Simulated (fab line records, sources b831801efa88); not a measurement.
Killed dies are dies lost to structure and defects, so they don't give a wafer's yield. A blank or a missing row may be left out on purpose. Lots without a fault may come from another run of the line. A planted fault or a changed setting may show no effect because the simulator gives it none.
A struck lot beside a sound one | flow sky130 | 44 steps out of a route of 708
Sound: wafers L922.1, L922.2, L922.6. Struck: wafers L938.2, L938.3, L938.4. The cause comes at the end.
At each step with rows: each side's tool, then ch and its chambers, then its first start. Under that, the readings that differ: sound wafers | struck wafers | difference of the means | sigmas: that difference in standard deviations of wafers without a fault.
alike: readings whose means differ by less than 2 such deviations, and words and numbers that are the same on both sides. not compared: withheld readings, readings that some wafer has no value for, bounds like >300 that may hide the same value, and numbers for which the record gives no deviation and whose values overlap.
The two part at a step that has a row with sigmas, a row that says differs or no value, or rows on one side only. Numbers that don't overlap but have no deviation are shown without sigmas and don't part them. A reading that every wafer of one side lacks parts them only if that side has two wafers or more.

first, 1 step without rows for these wafers: SKY_SONOS_TUNNEL_DEVELOP_06 (develop time 60 s).
SKY_SONOS_TUNNEL_CD_MEAS_07: target cd 410 nm.
  sound on cd_sem-01, day 11 12:20; struck on cd_sem-01, day 16 15:00
  alike: cd_nm
SKY_SONOS_TUNNEL_OVL_MEAS_08:
  sound on overlay-01, day 11 12:27; struck on overlay-01, day 16 15:07
  alike: SONOS_TUNNEL_OVL
then, 3 steps without rows for these wafers: SKY_SONOS_TUNNEL_IMPLANT_09; SKY_SONOS_TUNNEL_WET_ETCH_10 (etches SiO2 in dHF, target depth 14 nm, time 280 s); SKY_SONOS_TUNNEL_STRIP_11 (strips in SPM, time 600 s).
SKY_SONOS_TUNNEL_TW_MEAS_12:
  sound on film_metro-02, day 11 12:55; struck on film_metro-04, day 16 15:46
  alike: SONOS_TUNNEL_TW
then, 2 steps without rows for these wafers: SKY_SONOS_TUNNEL_CLEAN_13 (cleans in dHF, time 20 s); SKY_SONOS_ONO_OXIDATION_00 (stabilise 600 s, purge 300 s, target thk 2.6 nm).
SKY_SONOS_ONO_THK_MEAS_01:
  sound on film_metro-01, day 11 14:45; struck on film_metro-02, day 16 18:47
  reading                      | sound          | struck         | difference | sigmas
  SONOS_ONO_OXIDATION_THK (nm) | 2.74 2.77 2.70 | 2.56 2.58 2.62 | -0.15      | -3
then, 1 step without rows for these wafers: SKY_SONOS_ONO_CVD_02 (deposits Si3N4 from DCS/NH3, target thk 10.5 nm, time 180 s).
SKY_SONOS_ONO_THK_MEAS_03:
  sound on film_metro-02, day 11 16:18; struck on film_metro-02, day 16 21:32
  alike: SONOS_ONO_CVD_02_THK
SKY_SONOS_ONO_CVD_04: deposits SiO2 from SiH4/N2O, target thk 5.7199 nm.
  sound on lpcvd-03 ch 0, day 11 16:22; struck on lpcvd-03 ch 1, day 16 21:35
  reading                                    | sound             | struck            | difference | sigmas
  zone_power_top_pct (%)                     | 34.2 34.2 34.1    | 32.2 32.8 32.3    | -1.7       | -2
  model.SiO2_of_SONOS_ONO_CVD_04.thk_nm (nm) | 5.741 5.683 5.777 | 7.195 7.087 7.064 | +1.382     |
  alike: spike_tc_upper_C
SKY_SONOS_ONO_THK_MEAS_05:
  sound on film_metro-02, day 11 17:37; struck on film_metro-01, day 16 22:51
  reading                   | sound          | struck         | difference | sigmas
  SONOS_ONO_CVD_04_THK (nm) | 5.74 5.66 5.76 | 7.25 7.05 7.08 | +1.41      | +14
then, 7 steps without rows for these wafers: SKY_SONOS_ONO_DEHYDRATE_06 (time 60 s); SKY_SONOS_ONO_HMDS_07 (prime time 60 s); SKY_SONOS_ONO_COAT_08 (resist thk 1140 nm); SKY_SONOS_ONO_SOFTBAKE_09 (time 60 s); SKY_SONOS_ONO_EXPOSE_10 (exposes mask ONOM, target cd 410 nm); SKY_SONOS_ONO_PEB_11; SKY_SONOS_ONO_DEVELOP_12 (develop time 60 s).
SKY_SONOS_ONO_CD_MEAS_13: target cd 410 nm.
  sound on cd_sem-02, day 12 17:56; struck on cd_sem-01, day 18 04:02
  alike: cd_nm
SKY_SONOS_ONO_OVL_MEAS_14:
  sound on overlay-02, day 12 18:03; struck on overlay-02, day 18 04:08
  alike: SONOS_ONO_OVL
SKY_SONOS_ONO_ETCH_15: etches the open film in CHF3/O2, target depth 19.52 nm, time 7.8 s.
  sound on rie_diel-01 ch 1,2, day 12 18:05; struck on rie_diel-02 ch 0,2,3, day 18 04:10
  alike: chf3_flow_sccm, drypump_motor_current_A, oes_product_au, throttle_valve_pct
  not compared: rf_hours_counter_h
then, 1 step without rows for these wafers: SKY_SONOS_ONO_WET_ETCH_16 (etches SiO2 in dHF, target depth 14 nm, time 280 s).
SKY_SONOS_ONO_STRIP_17: strips in O2/N2.
  sound on plasma_asher-04 ch 0,1, day 12 18:12; struck on plasma_asher-04 ch 0,1, day 18 04:17
  alike: drypump_motor_current_A, oes_product_au, strip_time_to_endpoint_s
  not compared: rf_hours_counter_h
then, 3 steps without rows for these wafers: SKY_SONOS_ONO_WET_ETCH_18 (etches Si3N4 in H3PO4, target depth 15 nm, time 172 s); SKY_GATE_OXIDE_CLEAN_00 (cleans in SC1/SC2, time 150 s); SKY_GATE_OXIDE_OXIDATION_01 (stabilise 600 s, purge 300 s, target thk 10.268 nm).
SKY_GATE_OXIDE_THK_MEAS_02:
  sound on film_metro-03, day 12 20:31; struck on film_metro-02, day 18 06:29
  alike: GATE_OXIDE_OXIDATION_00_THK
then, 7 steps without rows for these wafers: SKY_GATE_OXIDE_DEHYDRATE_03 (time 60 s); SKY_GATE_OXIDE_HMDS_04 (prime time 60 s); SKY_GATE_OXIDE_COAT_05 (resist thk 1140 nm); SKY_GATE_OXIDE_SOFTBAKE_06 (time 60 s); SKY_GATE_OXIDE_EXPOSE_07 (exposes mask LVOM, target cd 600 nm); SKY_GATE_OXIDE_PEB_08; SKY_GATE_OXIDE_DEVELOP_09 (develop time 60 s).
SKY_GATE_OXIDE_OVL_MEAS_10:
  sound on overlay-02, day 13 21:50; struck on overlay-02, day 19 12:32
  alike: GATE_OXIDE_OVL
then, 2 steps without rows for these wafers: SKY_GATE_OXIDE_IMPLANT_11; SKY_GATE_OXIDE_WET_ETCH_12 (etches SiO2 in dHF, target depth 16.8 nm, time 336 s).
SKY_GATE_OXIDE_STRIP_13: strips in O2/N2.
  sound on plasma_asher-04 ch 0,1, day 13 22:07; struck on plasma_asher-01 ch 0,1, day 19 12:50
  reading                      | sound             | struck            | difference | sigmas
  strip_time_to_endpoint_s (s) | 14.15 14.22 14.11 | 14.24 14.26 14.24 | +0.09      | +2
  alike: drypump_motor_current_A, oes_product_au
  not compared: rf_hours_counter_h
SKY_GATE_OXIDE_TW_MEAS_14:
  sound on film_metro-04, day 13 22:13; struck on film_metro-04, day 19 12:56
  alike: GATE_OXIDE_TW
SKY_GATE_OXIDE_CLEAN_15: cleans in SC1/SC2, time 150 s.
  sound on wet_bench-03 ch 1, day 13 22:17; struck on wet_bench-03 ch 3, day 19 12:59
  reading                                    | sound            | struck            | difference | sigmas
  model.SiO2_of_SONOS_ONO_CVD_04.thk_nm (nm) | 4.22 4.159 4.252 | 5.686 5.575 5.555 | +1.395     |
-- the record jumps here: 30 days lie between the struck wafers' starts before and after (it left off in module GATE_OXIDE and takes up again in module PAD_OPEN, whose first step shown is number 708 of the route) --
SKY_PAD_OPEN_PROBE_99:
  sound on prober-01, day 45 17:50; struck on prober-01, day 49 15:13
  reading                                     | sound                | struck               | difference | sigmas
  model.etest.sonos_erased.drive_ua_um        | 177.1 188.2 172.7    | 88.59 112.7 122.1    | -71.54     |
  model.etest.sonos_uncharged.r_on_ohm_um     | 810.9 798.7 804.2    | 861 857.2 863        | +56        |
  model.etest.sonos_programmed.off_log10_a_um | -14.01 -14.03 -14.09 | -9.345 -10.95 -10.11 | +3.908     |
  model.etest.cap_ono.gate_log10_a_cm2        | -8.13 -8.054 -8.09   | -9.824 -9.612 -9.639 | -1.600     |
  model.etest.cap_ono.gate_bv_v (V)           | 16.34 16.51 16.8     | 17.67 17.66 18.3     | +1.33      |
  model.etest.cap_ono.tox_acc_nm (nm)         | 13.05 12.98 13.04    | 14.4 14.23 14.24     | +1.3       |
  model.etest.sonos_programmed.vt_v (V)       | 1.377 1.419 1.423    | 0.5235 0.685 0.6171  | -0.7978    |
  model.etest.sonos_erased.vt_v (V)           | -2.198 -2.208 -2.198 | -1.41 -1.567 -1.562  | +0.69      |
  alike: killed_at_M0_to_M3, killed_at_M4_up, killed_at_contacts, killed_at_front_end, killed_at_other, killed_dies, killed_open, killed_short

WHERE THEY PART
First at SKY_SONOS_ONO_THK_MEAS_01; last, within this record, at SKY_GATE_OXIDE_STRIP_13. Later steps at which nothing parts them and some readings are alike: SKY_GATE_OXIDE_TW_MEAS_14, SKY_PAD_OPEN_PROBE_99.

WHY: what the simulator had put in
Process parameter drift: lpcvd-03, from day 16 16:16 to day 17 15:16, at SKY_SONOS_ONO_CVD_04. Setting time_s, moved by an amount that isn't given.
